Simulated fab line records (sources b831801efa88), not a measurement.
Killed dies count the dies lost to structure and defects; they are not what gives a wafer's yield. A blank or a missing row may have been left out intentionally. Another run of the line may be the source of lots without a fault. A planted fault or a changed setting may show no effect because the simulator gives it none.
The tool behind it: which one? / flow gf180mcu / 14 lots with 42 wafers sampled at 3 steps, on a route of 602 steps

== WHAT THE GAUGES SHOWED, per wafer ==
GF_V1_OVL_MEAS_15. Usual: for V1_OVL the level is 1 nm and the standard deviation is 5.6.
lot=L285; measured=day 18 01:54; on=overlay-01; V1_OVL (nm)=5 -5 -2; flag=
lot=L286; measured=day 18 13:30; on=overlay-02; V1_OVL (nm)=4 -3 -1; flag=
lot=L287; measured=day 18 19:13; on=overlay-02; V1_OVL (nm)=2 6 -3; flag=
lot=L290; measured=day 19 15:17; on=overlay-01; V1_OVL (nm)=0 3 -5; flag=
lot=L295; measured=day 21 21:01; on=overlay-01; V1_OVL (nm)=4 4 6; flag=
lot=L297; measured=day 22 18:11; on=overlay-02; V1_OVL (nm)=-7 -13 -7; flag=
lot=L299; measured=day 23 02:17; on=overlay-01; V1_OVL (nm)=2 2 9; flag=
lot=L301; measured=day 24 01:50; on=overlay-01; V1_OVL (nm)=-8 -7 -2; flag=
lot=L302; measured=day 24 04:02; on=overlay-02; V1_OVL (nm)=5 4 5; flag=
lot=L304; measured=day 24 19:50; on=overlay-02; V1_OVL (nm)=4 7 7; flag=
lot=L305; measured=day 25 07:47; on=overlay-02; V1_OVL (nm)=3 4 3; flag=
lot=L306; measured=day 26 04:35; on=overlay-01; V1_OVL (nm)=9 14 15; flag=
lot=L307; measured=day 26 06:41; on=overlay-01; V1_OVL (nm)=2 -1 8; flag=
lot=L308; measured=day 26 18:50; on=overlay-02; V1_OVL (nm)=-9 -10 -11; flag=

== WHAT TOOL EACH LOT RAN ON (gives the tool, then ch and the chambers of the sampled wafers, and finally the start) ==
lot=L285; GF_HV_LDD_IMPLANT_34=implanter-02 ch 0, day 11 11:51; GF_M1_SPUTTER_03=pvd-sputter-04, day 16 02:57
lot=L286; GF_HV_LDD_IMPLANT_34=implanter-04 ch 0, day 12 00:38; GF_M1_SPUTTER_03=pvd-sputter-02, day 16 13:25
lot=L287; GF_HV_LDD_IMPLANT_34=implanter-04 ch 0, day 12 02:15; GF_M1_SPUTTER_03=pvd-sputter-01, day 16 18:31
lot=L290; GF_HV_LDD_IMPLANT_34=implanter-04 ch 0, day 12 21:13; GF_M1_SPUTTER_03=pvd-sputter-02, day 17 15:04
lot=L295; GF_HV_LDD_IMPLANT_34=implanter-01 ch 0, day 14 17:20; GF_M1_SPUTTER_03=pvd-sputter-04, day 19 19:55
lot=L297; GF_HV_LDD_IMPLANT_34=implanter-01 ch 0, day 15 13:28; GF_M1_SPUTTER_03=pvd-sputter-04, day 20 17:12
lot=L299; GF_HV_LDD_IMPLANT_34=implanter-04 ch 0, day 15 21:59; GF_M1_SPUTTER_03=pvd-sputter-02, day 21 02:25
lot=L301; GF_HV_LDD_IMPLANT_34=implanter-02 ch 0, day 16 19:49; GF_M1_SPUTTER_03=pvd-sputter-02, day 22 02:28
lot=L302; GF_HV_LDD_IMPLANT_34=implanter-04 ch 0, day 16 23:34; GF_M1_SPUTTER_03=pvd-sputter-02, day 22 04:37
lot=L304; GF_HV_LDD_IMPLANT_34=implanter-02 ch 0, day 17 15:58; GF_M1_SPUTTER_03=pvd-sputter-04, day 22 22:37
lot=L305; GF_HV_LDD_IMPLANT_34=implanter-01 ch 0, day 18 04:55; GF_M1_SPUTTER_03=pvd-sputter-02, day 23 10:48
lot=L306; GF_HV_LDD_IMPLANT_34=implanter-04 ch 0, day 19 02:37; GF_M1_SPUTTER_03=pvd-sputter-04, day 24 08:20
lot=L307; GF_HV_LDD_IMPLANT_34=implanter-01 ch 0, day 19 06:43; GF_M1_SPUTTER_03=pvd-sputter-02, day 24 09:57
lot=L308; GF_HV_LDD_IMPLANT_34=implanter-02 ch 0, day 19 18:46; GF_M1_SPUTTER_03=pvd-sputter-01, day 24 23:19
- GF_HV_LDD_IMPLANT_34
- GF_M1_SPUTTER_03: material Ti, target thk 10 nm, time 6.7 s.

== WHAT THE TOOLS THEMSELVES READ (means of the sampled wafers that have a number; where no wafer has one, the mark that the record gives instead) ==
GF_HV_LDD_IMPLANT_34. Usual: beam-on-s 9.98 s, standard deviation 0.21; end-station-pressure-torr 5.03e-06 Torr, standard deviation 2.8e-07; faraday-current-uA 42.4, standard deviation 0.9.
lot=L285; tool=implanter-02; beam-on-s (s)=9.97; end-station-pressure-torr (Torr)=5.02e-06; faraday-current-uA=42.4; flag=
lot=L286; tool=implanter-04; beam-on-s (s)=9.94; end-station-pressure-torr (Torr)=5.19e-06; faraday-current-uA=42.5; flag=
lot=L287; tool=implanter-04; beam-on-s (s)=9.80; end-station-pressure-torr (Torr)=4.94e-06; faraday-current-uA=43.1; flag=
lot=L290; tool=implanter-04; beam-on-s (s)=10.16; end-station-pressure-torr (Torr)=5.16e-06; faraday-current-uA=41.7; flag=
lot=L295; tool=implanter-01; beam-on-s (s)=10.67; end-station-pressure-torr (Torr)=4.35e-05; faraday-current-uA=39.4; flag=OFF
lot=L297; tool=implanter-01; beam-on-s (s)=10.75; end-station-pressure-torr (Torr)=4.34e-05; faraday-current-uA=39.3; flag=OFF
lot=L299; tool=implanter-04; beam-on-s (s)=9.93; end-station-pressure-torr (Torr)=4.97e-06; faraday-current-uA=42.6; flag=
lot=L301; tool=implanter-02; beam-on-s (s)=9.89; end-station-pressure-torr (Torr)=4.93e-06; faraday-current-uA=42.7; flag=
lot=L302; tool=implanter-04; beam-on-s (s)=9.93; end-station-pressure-torr (Torr)=4.80e-06; faraday-current-uA=42.6; flag=
lot=L304; tool=implanter-02; beam-on-s (s)=9.89; end-station-pressure-torr (Torr)=4.75e-06; faraday-current-uA=42.7; flag=
lot=L305; tool=implanter-01; beam-on-s (s)=10.10; end-station-pressure-torr (Torr)=4.97e-06; faraday-current-uA=41.9; flag=
lot=L306; tool=implanter-04; beam-on-s (s)=10.06; end-station-pressure-torr (Torr)=5.10e-06; faraday-current-uA=42.1; flag=
lot=L307; tool=implanter-01; beam-on-s (s)=10.18; end-station-pressure-torr (Torr)=4.96e-06; faraday-current-uA=41.5; flag=
lot=L308; tool=implanter-02; beam-on-s (s)=9.91; end-station-pressure-torr (Torr)=4.89e-06; faraday-current-uA=42.6; flag=

GF_M1_SPUTTER_03. Usual: throttle-valve-pct at 30.2 %, with a standard deviation of 1.3.
lot=L285; tool=pvd-sputter-04; throttle-valve-pct (%)=29.1; flag=
lot=L286; tool=pvd-sputter-02; throttle-valve-pct (%)=30.7; flag=
lot=L287; tool=pvd-sputter-01; throttle-valve-pct (%)=29.9; flag=
lot=L290; tool=pvd-sputter-02; throttle-valve-pct (%)=30.8; flag=
lot=L295; tool=pvd-sputter-04; throttle-valve-pct (%)=29.0; flag=
lot=L297; tool=pvd-sputter-04; throttle-valve-pct (%)=29.2; flag=
lot=L299; tool=pvd-sputter-02; throttle-valve-pct (%)=31.2; flag=
lot=L301; tool=pvd-sputter-02; throttle-valve-pct (%)=30.3; flag=
lot=L302; tool=pvd-sputter-02; throttle-valve-pct (%)=31.3; flag=
lot=L304; tool=pvd-sputter-04; throttle-valve-pct (%)=29.1; flag=
lot=L305; tool=pvd-sputter-02; throttle-valve-pct (%)=30.7; flag=
lot=L306; tool=pvd-sputter-04; throttle-valve-pct (%)=29.4; flag=
lot=L307; tool=pvd-sputter-02; throttle-valve-pct (%)=30.2; flag=
lot=L308; tool=pvd-sputter-01; throttle-valve-pct (%)=29.9; flag=

== THE ANSWER, worked out from the rows above alone ==
Rule: take the mean of a lot's wafers that have a number; if it is more than 3 standard deviations from the usual mean, the lot is off. A lot without any number at a reading at which 4 lots or more have one is off too. The other lots that the step has rows for count as sound. The gauges are gone through in route order, then the tools' own readings, and for those a lot's mean is taken as printed above. The first step at which some lot is off is used, and at that step the reading that is off furthest; a lot without a number counts as furthest.
Off at GF_HV_LDD_IMPLANT_34 (end-station-pressure-torr): L295, L297.
If a tool, at that step or one of the process steps before it, ran each lot that is off and ran no sound lot following the first of them, it fits. Of those tried, none fits.

== WHAT THE SIMULATOR PUT IN ==
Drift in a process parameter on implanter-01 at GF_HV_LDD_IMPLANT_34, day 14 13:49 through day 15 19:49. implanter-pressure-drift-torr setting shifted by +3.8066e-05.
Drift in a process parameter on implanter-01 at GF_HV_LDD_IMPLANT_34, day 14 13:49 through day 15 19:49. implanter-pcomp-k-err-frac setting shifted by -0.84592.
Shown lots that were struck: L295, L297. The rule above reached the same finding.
